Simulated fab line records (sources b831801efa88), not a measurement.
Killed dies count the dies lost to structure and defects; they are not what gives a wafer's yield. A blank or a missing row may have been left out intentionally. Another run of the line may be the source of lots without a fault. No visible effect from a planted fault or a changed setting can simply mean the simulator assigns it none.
8D (eight disciplines) problem report, filled in by code | flow gf180mcu | the parts of the form that need people (team, actions taken, sign-off) are left out

== 1. PROBLEM STATEMENT ==
V4_W_RS at GF_V4_RS_MEAS_24 reads a mean of 0.345 ohm/sq on 1 wafer of 1 lot; wafers without a fault read 0.330 ohm/sq with a standard deviation of 0.0035. Relative to the usual mean, that is a shift of +4.3 standard deviations.
The step: measures by four-point-probe.
Earliest sighting: wafer L259.2 on film_metro-02 at day 31 00:40. Wafers with a number at this step in the record: 36, from 12 lots. Rule for "out", or "out of limits": more than 4 standard deviations from the usual mean. The rest of the wafers with a number are treated as sound.

== 2. WHAT IT IS, WHAT IT ISN'T ==
question                    | is                | is not
which readings at this step | V4_W_RS           | -
which lots                  | L259              | L240, L241, L244, L245, L246, L247, L249, L250, L256, L262, L263
which wafers of those lots  | L259.2            | L259.4, L259.5
read on which gauges        | film_metro-02     | film_metro-01, film_metro-04
when                        | from day 31 00:40 | up to then (29 sound wafers); but 6 sound wafers of L262, L263 came after

== 3. WHAT RULES OUT EACH SUSPECT ==
Counting: a tool at a process step up to the reading stays a suspect if it ran every lot that is out. Sound lots after the first of them don't rule it out here, since some wafers of a struck lot are sound.
- the gauge at GF_V4_RS_MEAS_24: kept. All the wafers that are out were read on film_metro-02, and no step on other tools shows them out.
- cvd_w-01 at GF_V4_CVD_23 (deposits W, target thk 350 nm, time 104.9 s): kept. L259, the lot that is out, went through it at day 31 00:32; up to then, the latest sound lot through it was L249 at day 28 04:36.
- At GF_V4_CVD_23 on cvd_w-01, chamber 1 took the sound wafers of the same lots and chamber 0 took the wafers that are out.
What counting leaves: cvd_w-01 at GF_V4_CVD_23 and film_metro-02 at GF_V4_RS_MEAS_24.

== 4. THE CAUSE (what the simulator had put in) ==
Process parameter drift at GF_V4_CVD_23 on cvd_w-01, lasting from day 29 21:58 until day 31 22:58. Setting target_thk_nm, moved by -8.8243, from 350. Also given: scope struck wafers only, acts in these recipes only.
2 suspects survive the count, and this tool is in that group.

== 5. SEQUENCE OF EFFECTS, ordered by route ==
Each row: a reading where the mean over the struck wafers with a number is more than 3 standard deviations away from the usual. Readings are gone through only where the record gives a usual standard deviation; hours: the median, over the lots, of the time from a lot's start at the first step in this table giving one to that lot's start at this step; sigmas: the change measured in usual standard deviations.
hours | step              | reading  | usual        | on struck wafers | change | sigmas
0     | GF_V4_RS_MEAS_24  | V4_W_RS  | 0.330 ohm/sq | 0.345            | +0.015 | +4.3
4     | GF_V4_THK_MEAS_25 | V4_W_THK | 369 nm       | 351              | -18    | -4.0

== 6. HOW IT WOULD HAVE BEEN CAUGHT EARLIER ==
The first out-of-limits reading at a measuring or inspecting step in this record came at day 31 00:40, 27 hours after the fault's start at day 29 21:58.
Tool readings at GF_V4_CVD_23 with a usual standard deviation given in the record: none out on any struck wafer, hence no alarm at a limit of 4 standard deviations on them.
All the lots that are out (1) had begun GF_V4_CVD_23 on cvd_w-01 by day 31 00:40. Tool hold at that time: it would have spared none of them.
